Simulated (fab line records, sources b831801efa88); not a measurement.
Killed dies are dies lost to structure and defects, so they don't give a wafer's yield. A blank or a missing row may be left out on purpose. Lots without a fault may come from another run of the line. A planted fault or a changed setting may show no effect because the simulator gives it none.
Which tool did it? | flow gf180mcu | 24 lots, 72 wafers sampled, at 4 steps of a route of 602

WHAT THE GAUGES READ, wafer by wafer
GF_V1_OVL_MEAS_15. Usual: V1_OVL 2 nm, standard deviation 5.6.
lot  | measured     | on         | V1_OVL (nm) | flag
L074 | day 18 03:24 | overlay-01 | -4 -9 -12   |
L075 | day 18 07:45 | overlay-01 | -4 -7 -8    |
L076 | day 18 13:49 | overlay-02 | 3 1 -5      |
L077 | day 19 06:16 | overlay-01 | 0 -4 3      |
L078 | day 19 18:42 | overlay-02 | 0 -5 6      |
L079 | day 20 01:53 | overlay-01 | 2 10 12     |
L080 | day 20 07:20 | overlay-01 | 7 4 3       |
L081 | day 21 06:05 | overlay-02 | 2 5 0       |
L082 | day 21 06:37 | overlay-01 | 8 13 8      |
L083 | day 21 14:07 | overlay-02 | 3 4 8       |
L084 | day 22 00:25 | overlay-01 | -1 0 2      |
L085 | day 22 10:35 | overlay-01 | 4 -1 0      |
L086 | day 22 17:11 | overlay-01 | -5 5 -2     |
L087 | day 23 00:58 | overlay-02 | 10 6 6      |
L088 | day 23 07:05 | overlay-01 | 16 14 16    |
L089 | day 23 11:36 | overlay-02 | 6 2 7       |
L090 | day 23 21:59 | overlay-02 | 1 9 -2      |
L091 | day 24 08:41 | overlay-01 | 8 -8 5      |
L092 | day 25 04:22 | overlay-02 | 3 3 9       |
L093 | day 25 13:50 | overlay-02 | 0 5 3       |
L094 | day 25 15:50 | overlay-02 | 1 2 14      |
L095 | day 25 19:49 | overlay-02 | 1 4 1       |
L096 | day 26 00:22 | overlay-02 | -2 -4 -2    |
L097 | day 26 05:38 | overlay-02 | -3 -1 -3    |

GF_V2_OVL_MEAS_15. Usual: V2_OVL 4 nm, standard deviation 3.9.
lot  | measured     | on         | V2_OVL (nm) | flag
L074 | day 20 06:56 | overlay-02 | 9 4 7       |
L075 | day 20 10:50 | overlay-02 | 3 1 -3      |
L076 | day 20 17:22 | overlay-02 | 1 1 7       |
L077 | day 21 10:05 | overlay-01 | 4 1 0       |
L078 | day 21 21:32 | overlay-02 | 2 -1 -1     |
L079 | day 22 06:26 | overlay-01 | 11 11 6     |
L080 | day 22 10:29 | overlay-02 | 3 2 1       |
L081 | day 23 07:35 | overlay-02 | 3 -1 -11    |
L082 | day 23 08:16 | overlay-02 | 1 3 8       |
L083 | day 23 15:44 | overlay-01 | 3 6 1       |
L084 | day 24 00:37 | overlay-02 | 10 8 3      |
L085 | day 24 10:01 | overlay-01 | 2 6 4       |
L086 | day 24 16:40 | overlay-01 | 6 5 1       |
L087 | day 24 23:59 | overlay-02 | 4 -2 2      |
L088 | day 25 04:56 | overlay-02 | 4 5 4       |
L089 | day 25 10:58 | overlay-02 | 7 7 5       |
L090 | day 25 18:44 | overlay-02 | 12 8 1      |
L091 | day 26 06:22 | overlay-02 | 8 6 13      |
L092 | day 27 01:22 | overlay-01 | 6 2 0       |
L093 | day 27 10:52 | overlay-02 | 7 10 6      |
L094 | day 27 12:17 | overlay-02 | 7 5 5       |
L095 | day 27 15:41 | overlay-02 | 6 3 3       |
L096 | day 27 20:02 | overlay-02 | 7 6 7       |
L097 | day 28 00:55 | overlay-01 | 0 -1 5      |

WHICH TOOL RAN EACH LOT (tool, then ch and the chambers of the sampled wafers, then the start)
lot  | GF_M2_SPUTTER_01             | GF_M2_SPUTTER_04
L074 | pvd_sputter-03, day 18 04:59 | pvd_sputter-03, day 18 05:04
L075 | pvd_sputter-01, day 18 09:14 | pvd_sputter-01, day 18 09:19
L076 | pvd_sputter-01, day 18 15:20 | pvd_sputter-01, day 18 15:25
L077 | pvd_sputter-01, day 19 07:45 | pvd_sputter-01, day 19 07:50
L078 | pvd_sputter-03, day 19 20:32 | pvd_sputter-03, day 19 20:37
L079 | pvd_sputter-04, day 20 03:43 | pvd_sputter-04, day 20 03:47
L080 | pvd_sputter-04, day 20 08:49 | pvd_sputter-04, day 20 08:54
L081 | pvd_sputter-03, day 21 07:36 | pvd_sputter-03, day 21 07:41
L082 | pvd_sputter-01, day 21 08:06 | pvd_sputter-01, day 21 08:11
L083 | pvd_sputter-01, day 21 15:38 | pvd_sputter-01, day 21 15:43
L084 | pvd_sputter-03, day 22 01:56 | pvd_sputter-03, day 22 02:01
L085 | pvd_sputter-01, day 22 12:06 | pvd_sputter-01, day 22 12:11
L086 | pvd_sputter-04, day 22 18:40 | pvd_sputter-04, day 22 18:45
L087 | pvd_sputter-04, day 23 02:29 | pvd_sputter-04, day 23 02:34
L088 | pvd_sputter-01, day 23 08:34 | pvd_sputter-01, day 23 08:39
L089 | pvd_sputter-04, day 23 13:05 | pvd_sputter-04, day 23 13:10
L090 | pvd_sputter-01, day 23 23:35 | pvd_sputter-01, day 23 23:40
L091 | pvd_sputter-03, day 24 10:10 | pvd_sputter-03, day 24 10:16
L092 | pvd_sputter-03, day 25 05:51 | pvd_sputter-03, day 25 05:56
L093 | pvd_sputter-04, day 25 15:19 | pvd_sputter-04, day 25 15:24
L094 | pvd_sputter-03, day 25 17:20 | pvd_sputter-03, day 25 17:25
L095 | pvd_sputter-03, day 25 21:17 | pvd_sputter-03, day 25 21:22
L096 | pvd_sputter-01, day 26 01:54 | pvd_sputter-01, day 26 01:59
L097 | pvd_sputter-03, day 26 07:08 | pvd_sputter-03, day 26 07:13
- GF_M2_SPUTTER_01: material TiN, target thk 30 nm, time 25 s.
- GF_M2_SPUTTER_04: material TiN, target thk 50 nm, time 41.7 s.

WHAT THE TOOLS THEMSELVES READ (means of the sampled wafers that have a number; where no wafer has one, the mark that the record gives instead)
GF_M2_SPUTTER_01. Usual: throttle_valve_pct 29.5 %, standard deviation 1.2.
lot  | tool           | throttle_valve_pct (%) | flag
L074 | pvd_sputter-03 | 29.2                   |
L075 | pvd_sputter-01 | 28.5                   |
L076 | pvd_sputter-01 | 28.0                   |
L077 | pvd_sputter-01 | 29.3                   |
L078 | pvd_sputter-03 | 29.1                   |
L079 | pvd_sputter-04 | 29.6                   |
L080 | pvd_sputter-04 | 30.2                   |
L081 | pvd_sputter-03 | 30.4                   |
L082 | pvd_sputter-01 | 29.2                   |
L083 | pvd_sputter-01 | 28.9                   |
L084 | pvd_sputter-03 | 30.3                   |
L085 | pvd_sputter-01 | 28.4                   |
L086 | pvd_sputter-04 | 30.4                   |
L087 | pvd_sputter-04 | 30.0                   |
L088 | pvd_sputter-01 | 28.4                   |
L089 | pvd_sputter-04 | 29.9                   |
L090 | pvd_sputter-01 | 28.8                   |
L091 | pvd_sputter-03 | 29.9                   |
L092 | pvd_sputter-03 | 29.3                   |
L093 | pvd_sputter-04 | 30.4                   |
L094 | pvd_sputter-03 | 30.1                   |
L095 | pvd_sputter-03 | 29.3                   |
L096 | pvd_sputter-01 | 28.8                   |
L097 | pvd_sputter-03 | 29.4                   |

GF_M2_SPUTTER_04. Usual: throttle_valve_pct 29.5 %, standard deviation 1.2.
lot  | tool           | throttle_valve_pct (%) | flag
L074 | pvd_sputter-03 | 29.2                   |
L075 | pvd_sputter-01 | 28.5                   |
L076 | pvd_sputter-01 | 28.0                   |
L077 | pvd_sputter-01 | 29.1                   |
L078 | pvd_sputter-03 | 29.1                   |
L079 | pvd_sputter-04 | 29.8                   |
L080 | pvd_sputter-04 | 30.4                   |
L081 | pvd_sputter-03 | 30.4                   |
L082 | pvd_sputter-01 | 29.3                   |
L083 | pvd_sputter-01 | 28.8                   |
L084 | pvd_sputter-03 | 30.4                   |
L085 | pvd_sputter-01 | 28.4                   |
L086 | pvd_sputter-04 | 30.4                   |
L087 | pvd_sputter-04 | 29.8                   |
L088 | pvd_sputter-01 | 28.2                   |
L089 | pvd_sputter-04 | 30.1                   |
L090 | pvd_sputter-01 | 29.0                   |
L091 | pvd_sputter-03 | 29.8                   |
L092 | pvd_sputter-03 | 29.5                   |
L093 | pvd_sputter-04 | 30.4                   |
L094 | pvd_sputter-03 | 29.8                   |
L095 | pvd_sputter-03 | 29.3                   |
L096 | pvd_sputter-01 | 28.9                   |
L097 | pvd_sputter-03 | 29.2                   |

THE ANSWER, worked out from the rows above alone
Rule: a lot is off if the mean of its wafers that have a number lies more than 3 standard deviations from the usual mean. A lot without any number at a reading at which 4 lots or more have one is off too. The other lots that the step has rows for count as sound. The gauges are gone through in route order, then the tools' own readings, and for those a lot's mean is taken as printed above. The first step at which some lot is off is used, and at that step the reading that is off furthest; a lot without a number counts as furthest.
No lot is off at any reading shown: from this, nothing can be told.

WHAT THE SIMULATOR HAD PUT IN
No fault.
